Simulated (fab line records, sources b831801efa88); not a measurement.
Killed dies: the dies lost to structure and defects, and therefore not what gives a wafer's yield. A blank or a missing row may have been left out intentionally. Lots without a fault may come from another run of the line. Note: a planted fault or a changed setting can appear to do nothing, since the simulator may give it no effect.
Problem report, 8D (eight disciplines) form, completed by code | flow sky130 | the parts of the form that need people (team, actions taken, sign-off) are left out

## 1. WHAT WENT WRONG
Mean POLY_GATE_OXIDATION_THK at SKY_POLY_GATE_THK_MEAS_21: 4.38 nm over 9 wafers in 3 lots; fault-free wafers: 4.00 nm, standard deviation 0.071. That is +5.4 standard deviations from the usual mean.
Seen first at day 23 14:59 on film_metro-04, wafer L976.2. At this step, 33 wafers from 11 lots have a number in the record. By rule, "out" or "out of limits" means more than 4 standard deviations away from the usual mean. All remaining wafers that have a number are taken as sound.

## 2. WHAT IT IS; WHAT IT IS NOT
question                    | is                           | is not
which readings at this step | POLY_GATE_OXIDATION_THK      | -
which lots                  | L976, L978, L979             | L960, L961, L963, L964, L967, L968, L971, L981
which wafers of those lots  | all that have a number       | -
read on which gauges        | film_metro-02, film_metro-04 | film_metro-01
when                        | from day 23 14:59            | up to then (21 sound wafers); but 3 sound wafers of L981 came after

## 3. WHAT RULES OUT EACH SUSPECT
Counting: any tool at a process step up to the reading is kept as a suspect provided that every lot that is out went through it and no sound lot did after the first of them.
- the gauge at SKY_POLY_GATE_THK_MEAS_21 is ruled out. Those wafers that are out were read across 2 gauges (film_metro-02, film_metro-04).
- furnace-02 at SKY_POLY_GATE_OXIDATION_20 (stabilise 600 s, purge 300 s, target thk 4 nm): kept. It ran every lot that is out, first L976 (day 23 13:44), and no sound lot after that; its last sound lot up to then is L971 (day 20 21:56). Its own spike_tc_bottom_C, spike_tc_centre_C, spike_tc_lower_C, spike_tc_upper_C, tube_center_temp_C, tube_center_temp_C_max readings are out on those wafers.
After counting, what remains is furnace-02 at SKY_POLY_GATE_OXIDATION_20.

## 4. THE CAUSE (what the simulator had put in)
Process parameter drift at SKY_POLY_GATE_OXIDATION_20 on furnace-02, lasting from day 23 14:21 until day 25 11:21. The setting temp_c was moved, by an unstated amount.
Counting left only this tool.

## 5. THE CHAIN OF EFFECTS, in route order
Each row: a reading where the mean over the struck wafers with a number is more than 3 standard deviations away from the usual. Readings are gone through only where the record gives a usual standard deviation; hours: the median, over the lots, of the time from a lot's start at the first step in this table giving one to that lot's start at this step; sigmas: the change measured in usual standard deviations.
hours | step                       | reading                 | usual   | on struck wafers | change | sigmas
0     | SKY_POLY_GATE_OXIDATION_20 | spike_tc_bottom_C       | 866.6 C | 873.0            | +6.4   | +6.4
0     | SKY_POLY_GATE_OXIDATION_20 | spike_tc_centre_C       | 850.1 C | 856.2            | +6.1   | +5.5
0     | SKY_POLY_GATE_OXIDATION_20 | spike_tc_lower_C        | 849.9 C | 857.6            | +7.7   | +5.9
0     | SKY_POLY_GATE_OXIDATION_20 | spike_tc_upper_C        | 850.5 C | 856.8            | +6.3   | +6.9
0     | SKY_POLY_GATE_OXIDATION_20 | tube_center_temp_C      | 850 C   | 857              | +7     | +95
0     | SKY_POLY_GATE_OXIDATION_20 | tube_center_temp_C_max  | 852.2   | 859.1            | +6.9   | +18
1     | SKY_POLY_GATE_THK_MEAS_21  | POLY_GATE_OXIDATION_THK | 4.00 nm | 4.38             | +0.38  | +5.4
The process steps in it:
- SKY_POLY_GATE_OXIDATION_20: stabilise 600 s, purge 300 s, target thk 4 nm.
Later steps that measure or inspect, where all struck wafers having a row at the step show a number for every such reading and not one has moved that far: SKY_POLY_GATE_CD_MEAS_22.

## 6. HOW IT WOULD HAVE BEEN CAUGHT EARLIER
In this record the first reading out of limits at a measuring or inspecting step was taken at day 23 14:59, 1 hour after the fault began at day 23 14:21.
Tool's own readings at SKY_POLY_GATE_OXIDATION_20, spike_tc_bottom_C, spike_tc_centre_C, spike_tc_lower_C, spike_tc_upper_C, tube_center_temp_C, tube_center_temp_C_max: out on all struck wafers the step has rows for; an alarm limit on them would have tripped on the first.
Among the 3 lots that are out, L979 began SKY_POLY_GATE_OXIDATION_20 on furnace-02 after day 23 14:59. Had the tool been put on hold then, it would have been spared.
